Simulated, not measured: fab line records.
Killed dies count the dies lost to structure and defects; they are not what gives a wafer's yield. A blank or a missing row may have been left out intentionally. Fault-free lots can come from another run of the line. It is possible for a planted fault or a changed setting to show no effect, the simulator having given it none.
A sampling plan put to the test + flow gf180mcu + one fab line, 12 faults that these records tell of, each judged on the records of the lots that it struck
The line's own looks make up the plan; these are the steps of the route where a gauge or inspection reads the wafer and leaves it unchanged. A look can be judged if struck wafers have a number there and the file gives its usual mean and standard deviation on fault-free wafers. Caught: 4 or more of those standard deviations (sigma) separate the usual mean from the mean of the struck wafers at a look after the fault's first step. On the tool: the same test on the tool's own readings at the fault's steps. Also counted as caught: the struck wafers showing another recipe, or a record that is empty for them alone.

== THE FAULTS, as the simulator had put them in ==
1. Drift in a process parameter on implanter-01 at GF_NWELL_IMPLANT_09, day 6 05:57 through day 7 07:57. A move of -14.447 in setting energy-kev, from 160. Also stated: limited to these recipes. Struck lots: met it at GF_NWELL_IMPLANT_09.
2. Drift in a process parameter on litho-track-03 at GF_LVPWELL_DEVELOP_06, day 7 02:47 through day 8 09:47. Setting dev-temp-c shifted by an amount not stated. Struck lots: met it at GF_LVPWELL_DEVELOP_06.
3. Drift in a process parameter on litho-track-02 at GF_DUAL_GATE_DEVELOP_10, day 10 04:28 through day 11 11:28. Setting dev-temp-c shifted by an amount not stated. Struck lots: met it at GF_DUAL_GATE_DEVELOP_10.
4. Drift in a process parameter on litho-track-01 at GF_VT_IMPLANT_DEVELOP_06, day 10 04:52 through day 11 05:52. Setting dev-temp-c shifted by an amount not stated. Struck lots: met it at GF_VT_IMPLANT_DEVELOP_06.
5. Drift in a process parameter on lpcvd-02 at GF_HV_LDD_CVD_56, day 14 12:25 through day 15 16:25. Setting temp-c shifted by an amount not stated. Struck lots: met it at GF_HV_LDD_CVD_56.
6. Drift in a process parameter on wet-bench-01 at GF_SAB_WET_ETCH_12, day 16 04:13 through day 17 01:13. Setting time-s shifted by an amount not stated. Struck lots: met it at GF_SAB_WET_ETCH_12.
7. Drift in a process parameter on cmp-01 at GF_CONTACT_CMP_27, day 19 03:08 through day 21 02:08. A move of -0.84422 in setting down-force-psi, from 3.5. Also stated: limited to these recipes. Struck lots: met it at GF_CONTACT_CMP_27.
8. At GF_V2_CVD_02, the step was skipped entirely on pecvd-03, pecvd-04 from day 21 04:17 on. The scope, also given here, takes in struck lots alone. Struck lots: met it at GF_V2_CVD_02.
9. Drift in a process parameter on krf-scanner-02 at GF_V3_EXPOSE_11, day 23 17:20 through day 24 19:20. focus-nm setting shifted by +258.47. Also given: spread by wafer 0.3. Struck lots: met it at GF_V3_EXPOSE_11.
10. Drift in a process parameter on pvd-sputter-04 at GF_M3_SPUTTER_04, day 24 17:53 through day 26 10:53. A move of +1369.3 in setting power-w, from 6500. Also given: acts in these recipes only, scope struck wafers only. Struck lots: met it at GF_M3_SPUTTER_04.
11. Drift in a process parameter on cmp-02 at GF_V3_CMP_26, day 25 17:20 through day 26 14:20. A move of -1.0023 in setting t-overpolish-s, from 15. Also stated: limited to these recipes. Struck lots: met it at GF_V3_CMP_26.
12. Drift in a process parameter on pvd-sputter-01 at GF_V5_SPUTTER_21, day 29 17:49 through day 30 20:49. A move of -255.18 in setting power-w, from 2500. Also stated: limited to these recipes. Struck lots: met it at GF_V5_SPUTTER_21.

== WHAT THE PLAN SAW ==
| fault | on the tool itself                               | first look that catches it                      | reading, sigma | median hours from its first step to that look | hours from the fault's start to the first struck lot there | judged looks passed uncaught |
|-------|--------------------------------------------------|-------------------------------------------------|----------------|-----------------------------------------------|------------------------------------------------------------|------------------------------|
| 1     | beam-energy-keV -99 or beyond sigma              | not the one look that can be judged after it    | -              | -                                             | -                                                          | 1                            |
| 2     | developer-temp-C -24 sigma                       | no look after it can be judged                  | -              | -                                             | -                                                          | 0                            |
| 3     | developer-temp-C +22 sigma                       | none of the 2 looks that can be judged after it | -              | -                                             | -                                                          | 2                            |
| 4     | developer-temp-C -7.8 sigma                      | no look after it can be judged                  | -              | -                                             | -                                                          | 0                            |
| 5     | susceptor-temp-C +4.9 sigma                      | none of the 2 looks that can be judged after it | -              | -                                             | -                                                          | 2                            |
| 6     | run-length-s -43 sigma                           | not the one look that can be judged after it    | -              | -                                             | -                                                          | 1                            |
| 7     | head-pressure-psi -99 or beyond sigma            | none of the 2 looks that can be judged after it | -              | -                                             | -                                                          | 2                            |
| 8     | the tool's record is blank for the struck wafers | no look after it can be judged                  | -              | -                                             | -                                                          | 0                            |
| 9     | exposure-dose-mJ-cm2 -5.4 sigma                  | no look after it can be judged                  | -              | -                                             | -                                                          | 0                            |
| 10    | cathode-dc-power-W +99 or beyond sigma           | no look after it can be judged                  | -              | -                                             | -                                                          | 0                            |
| 11    | overpolish-run-s -99 or beyond sigma             | not the one look that can be judged after it    | -              | -                                             | -                                                          | 1                            |
| 12    | cathode-dc-power-W -99 or beyond sigma           | no look after it can be judged                  | -              | -                                             | -                                                          | 0                            |
A dash: the fault is not caught, or the number is missing from these records.

Caught at a look: 0 of 12. Caught on the tool: 12 of 12. By one or the other: 12 of 12.
On the tool alone, faults 1, 2, 3, 4, 5, 6, 7, 8, 9, 10, 11, 12 were caught.
